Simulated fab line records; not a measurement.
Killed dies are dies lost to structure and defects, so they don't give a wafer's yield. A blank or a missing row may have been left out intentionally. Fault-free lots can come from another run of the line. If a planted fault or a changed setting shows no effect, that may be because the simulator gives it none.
Chamber matching -- flow sky130 -- SKY_VIA3_CMP_02 on cmp-02: 4 sister chambers
The step polishes SiO2. 22 wafers are shown with their chamber, then 11 later ones without.

WAFERS WITH THEIR CHAMBER
wafer,chamber,motor_current_A (A),slurry_filter_dp_kPa (kPa)
L075.1,1,11.4,13.43
L075.2,2,12.9,13.59
L075.5,1,11.2,13.70
L077.1,3,10.6,13.16
L077.4,1,11.7,13.48
L077.5,0,11.8,13.47
L083.1,0,12.7,13.60
L083.2,2,13.6,13.74
L083.6,0,11.8,13.39
L084.3,2,13.9,13.19
L084.5,2,12.7,13.50
L084.6,1,11.1,13.75
L085.2,2,12.9,13.44
L085.4,1,11.5,13.60
L085.5,1,11.3,13.44
L086.3,3,9.9,13.49
L086.4,2,13.5,13.68
L086.6,0,12.0,13.67
L089.1,1,11.3,13.61
L089.4,0,12.0,13.54
L089.6,3,10.1,13.64
L090.4,0,12.3,13.50

SIGNATURES (means of the wafers above)
reading,chamber 0,chamber 1,chamber 2,chamber 3,scatter within a chamber
motor_current_A,12.100,11.357,13.250,10.200,0.354
slurry_filter_dp_kPa,13.5283,13.5729,13.5233,13.4300,0.16
Rule: for a wafer and a chamber, the distance is found by dividing, reading by reading, the gap between the wafer's reading and the chamber's mean by the reading's scatter, squaring, summing and taking the root. If the next closest chamber is less than 2 further off than the closest, the wafer can't be placed; otherwise it belongs to the closest. The scatter is the square root of a quotient: the sum, over the shown wafers, of each reading's squared deviation from its chamber's mean, divided by wafers minus chambers.

WAFERS WITH NO CHAMBER GIVEN
wafer,motor_current_A (A),slurry_filter_dp_kPa (kPa)
L090.5,10.7,13.44
L090.6,13.0,13.47
L091.2,10.5,13.50
L091.5,11.4,13.62
L091.6,12.0,13.49
L092.3,12.3,13.37
L092.4,12.1,13.51
L092.5,13.1,13.48
L094.2,11.0,13.66
L094.5,12.3,13.29
L094.6,11.5,13.51

WHICH CHAMBER EACH WENT THROUGH
wafer,from the rows above,in truth
L090.5,can't be placed: 3 or 1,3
L090.6,can't be placed: 2 or 0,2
L091.2,can't be placed: 3 or 1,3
L091.5,can't be placed: 1 or 0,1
L091.6,can't be placed: 0 or 1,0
L092.3,can't be placed: 0 or 2 or 1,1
L092.4,0,0
L092.5,2,2
L094.2,can't be placed: 1 or 3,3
L094.5,can't be placed: 0 or 2 or 1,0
L094.6,can't be placed: 1 or 0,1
Placed correctly: 2 of 11. Cannot be placed on the basis of these rows: 9; the candidates contain the true chamber in 9. Wrongly placed: 0.
